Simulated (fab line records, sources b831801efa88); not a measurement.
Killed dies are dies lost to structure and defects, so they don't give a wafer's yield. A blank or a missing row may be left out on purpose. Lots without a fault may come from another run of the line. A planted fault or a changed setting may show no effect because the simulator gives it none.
Which tool did it? | flow gf180mcu | 14 lots, 42 wafers sampled, at 4 steps of a route of 602

WHAT THE GAUGES READ, wafer by wafer
GF_DNWELL_TW_MEAS_09. Usual: DNWELL_TW 1343, standard deviation 16.
lot  | measured    | on            | DNWELL_TW      | flag
L492 | day 3 00:42 | film_metro-03 | 1371 1376 1368 |
L493 | day 3 05:58 | film_metro-01 | 30 30 30       | OFF
L494 | day 3 10:27 | film_metro-03 | 31 31 31       | OFF
L499 | day 4 14:00 | film_metro-01 | 1333 1325 1330 |
L503 | day 5 11:06 | film_metro-04 | 1343 1331 1337 |
L505 | day 5 22:07 | film_metro-04 | 1332 1337 1342 |
L506 | day 6 03:36 | film_metro-01 | 1316 1314 1308 |
L508 | day 6 14:46 | film_metro-04 | 1338 1336 1344 |
L509 | day 6 21:12 | film_metro-01 | 1327 1321 1333 |
L510 | day 7 01:05 | film_metro-04 | 1348 1349 1346 |
L511 | day 7 04:33 | film_metro-04 | 1350 1352 1352 |
L512 | day 7 09:11 | film_metro-03 | 1367 1373 1371 |
L513 | day 7 18:11 | film_metro-03 | 1355 1366 1357 |
L514 | day 7 21:51 | film_metro-01 | 1332 1335 1333 |

WHICH TOOL RAN EACH LOT (tool, then ch and the chambers of the sampled wafers, then the start)
lot  | GF_STI_ETCH_14                  | GF_STI_CMP_25                | GF_DNWELL_DEVELOP_06
L492 | rie_si-01 ch 0,1,3, day 2 06:33 | cmp-02 ch 0,1,3, day 2 09:20 | litho_track-04 ch 0, day 3 00:00
L493 | rie_si-01 ch 0,1,2, day 2 12:54 | cmp-01 ch 0,1,2, day 2 15:19 | litho_track-01, day 3 05:00
L494 | rie_si-02 ch 0,1,2, day 2 16:42 | cmp-01 ch 0,1,3, day 2 18:55 | litho_track-03, day 3 10:00
L499 | rie_si-02 ch 0,1,3, day 3 19:41 | cmp-02 ch 2,3, day 3 22:01   | litho_track-03 ch 0, day 4 13:00
L503 | rie_si-02 ch 0,2, day 4 15:12   | cmp-02 ch 0,1, day 4 17:52   | litho_track-03 ch 0, day 5 10:00
L505 | rie_si-01 ch 0,1,3, day 5 02:05 | cmp-01 ch 1,3, day 5 04:41   | litho_track-03 ch 0, day 5 21:00
L506 | rie_si-02 ch 0,1, day 5 08:23   | cmp-02 ch 0,2, day 5 10:17   | litho_track-03 ch 0, day 6 03:00
L508 | rie_si-01 ch 0,1,3, day 5 19:30 | cmp-01 ch 0,1,2, day 5 22:03 | litho_track-03 ch 0, day 6 14:00
L509 | rie_si-02 ch 0,1,3, day 6 00:03 | cmp-02 ch 0,1,2, day 6 02:42 | litho_track-01 ch 0, day 6 20:00
L510 | rie_si-01 ch 0,1, day 6 04:30   | cmp-01 ch 1,2,3, day 6 07:02 | litho_track-04 ch 0, day 7 00:00
L511 | rie_si-02 ch 0,1, day 6 08:18   | cmp-01 ch 0,2,3, day 6 10:11 | litho_track-03 ch 0, day 7 04:00
L512 | rie_si-01 ch 2,3, day 6 13:18   | cmp-01 ch 1,2, day 6 15:11   | litho_track-04 ch 0, day 7 08:00
L513 | rie_si-02 ch 0,2, day 6 21:47   | cmp-02 ch 0,3, day 6 23:38   | litho_track-04 ch 0, day 7 17:00
L514 | rie_si-01 ch 0,2,3, day 7 00:51 | cmp-01 ch 1,3, day 7 03:15   | litho_track-01 ch 0, day 7 21:00
- GF_STI_ETCH_14: etches Si in HBr/Cl2/O2, target depth 360 nm, time 102.9 s.
- GF_STI_CMP_25: polishes, stops on Si3N4, t overpolish 33 s, target thk 524.6 nm.
- GF_DNWELL_DEVELOP_06: develop time 60 s.

WHAT THE TOOLS THEMSELVES READ (means of the sampled wafers that have a number; where no wafer has one, the mark that the record gives instead)
GF_STI_ETCH_14. Usual: bias_w 147.6 W, standard deviation 0.46; drypump_motor_current_A 5.7 A, standard deviation 0.51; oes_product_au 1.002 a.u., standard deviation 0.012; throttle_valve_pct 25.656 %, standard deviation 0.011.
lot  | tool      | bias_w (W) | drypump_motor_current_A (A) | oes_product_au (a.u.) | throttle_valve_pct (%) | flag
L492 | rie_si-01 | 147.7      | 6.0                         | 0.997                 | 25.667                 |
L493 | rie_si-01 | 147.4      | 5.9                         | 1.004                 | 25.666                 |
L494 | rie_si-02 | 147.4      | 5.4                         | 1.016                 | 25.641                 |
L499 | rie_si-02 | 147.9      | 5.4                         | 1.000                 | 25.665                 |
L503 | rie_si-02 | 147.7      | 5.6                         | 1.010                 | 25.647                 |
L505 | rie_si-01 | 147.1      | 6.0                         | 0.995                 | 25.658                 |
L506 | rie_si-02 | 147.6      | 5.1                         | 1.000                 | 25.651                 |
L508 | rie_si-01 | 147.0      | 5.9                         | 0.989                 | 25.657                 |
L509 | rie_si-02 | 147.3      | 5.4                         | 1.001                 | 25.659                 |
L510 | rie_si-01 | 148.3      | 5.7                         | 0.994                 | 25.669                 |
L511 | rie_si-02 | 147.7      | 5.1                         | 1.009                 | 25.645                 |
L512 | rie_si-01 | 147.5      | 5.9                         | 0.998                 | 25.658                 |
L513 | rie_si-02 | 147.2      | 5.6                         | 1.004                 | 25.656                 |
L514 | rie_si-01 | 147.6      | 5.7                         | 1.000                 | 25.659                 |

GF_STI_CMP_25. Usual: motor_current_A 12.7 A, standard deviation 1; overpolish_run_s 32.999 s, standard deviation 0.0087; time_to_endpoint_s 128 s, standard deviation 4.9.
lot  | tool   | motor_current_A (A) | overpolish_run_s (s) | time_to_endpoint_s (s) | flag
L492 | cmp-02 | 12.9                | 33.006               | 122                    |
L493 | cmp-01 | 11.8                | 32.995               | 125                    |
L494 | cmp-01 | 12.7                | 33.015               | 121                    |
L499 | cmp-02 | 13.4                | 32.995               | 130                    |
L503 | cmp-02 | 13.3                | 33.004               | 129                    |
L505 | cmp-01 | 13.6                | 32.993               | 127                    |
L506 | cmp-02 | 13.2                | 33.000               | 132                    |
L508 | cmp-01 | 11.9                | 33.001               | 128                    |
L509 | cmp-02 | 12.7                | 33.008               | 136                    |
L510 | cmp-01 | 12.4                | 32.999               | 129                    |
L511 | cmp-01 | 12.9                | 33.003               | 129                    |
L512 | cmp-01 | 11.7                | 32.992               | 124                    |
L513 | cmp-02 | 12.9                | 32.995               | 128                    |
L514 | cmp-01 | 13.4                | 32.997               | 130                    |

GF_DNWELL_DEVELOP_06. Usual: chill_plate_temp_C 23.01 C, standard deviation 0.11.
lot  | tool           | chill_plate_temp_C (C) | flag
L492 | litho_track-04 | 23.01                  |
L493 | litho_track-01 | -                      | OFF
L494 | litho_track-03 | -                      | OFF
L499 | litho_track-03 | 22.95                  |
L503 | litho_track-03 | 23.10                  |
L505 | litho_track-03 | 23.01                  |
L506 | litho_track-03 | 22.98                  |
L508 | litho_track-03 | 23.02                  |
L509 | litho_track-01 | 23.10                  |
L510 | litho_track-04 | 23.02                  |
L511 | litho_track-03 | 23.14                  |
L512 | litho_track-04 | 22.90                  |
L513 | litho_track-04 | 23.10                  |
L514 | litho_track-01 | 23.14                  |

THE ANSWER, worked out from the rows above alone
Rule: a lot is off if the mean of its wafers that have a number lies more than 3 standard deviations from the usual mean. A lot without any number at a reading at which 4 lots or more have one is off too. The other lots that the step has rows for count as sound. The gauges are gone through in route order, then the tools' own readings, and for those a lot's mean is taken as printed above. The first step at which some lot is off is used, and at that step the reading that is off furthest; a lot without a number counts as furthest.
Off: L493, L494, at GF_DNWELL_TW_MEAS_09 (DNWELL_TW).
A tool fits if, at a process step before that reading, it ran every lot that is off, and no sound lot after the first of them. The gauges at GF_DNWELL_TW_MEAS_09 aren't tried: what is off there is off at GF_DNWELL_DEVELOP_06 too, on other tools, and a gauge's error can't cause that. None of those tried fits.

WHAT THE SIMULATOR HAD PUT IN
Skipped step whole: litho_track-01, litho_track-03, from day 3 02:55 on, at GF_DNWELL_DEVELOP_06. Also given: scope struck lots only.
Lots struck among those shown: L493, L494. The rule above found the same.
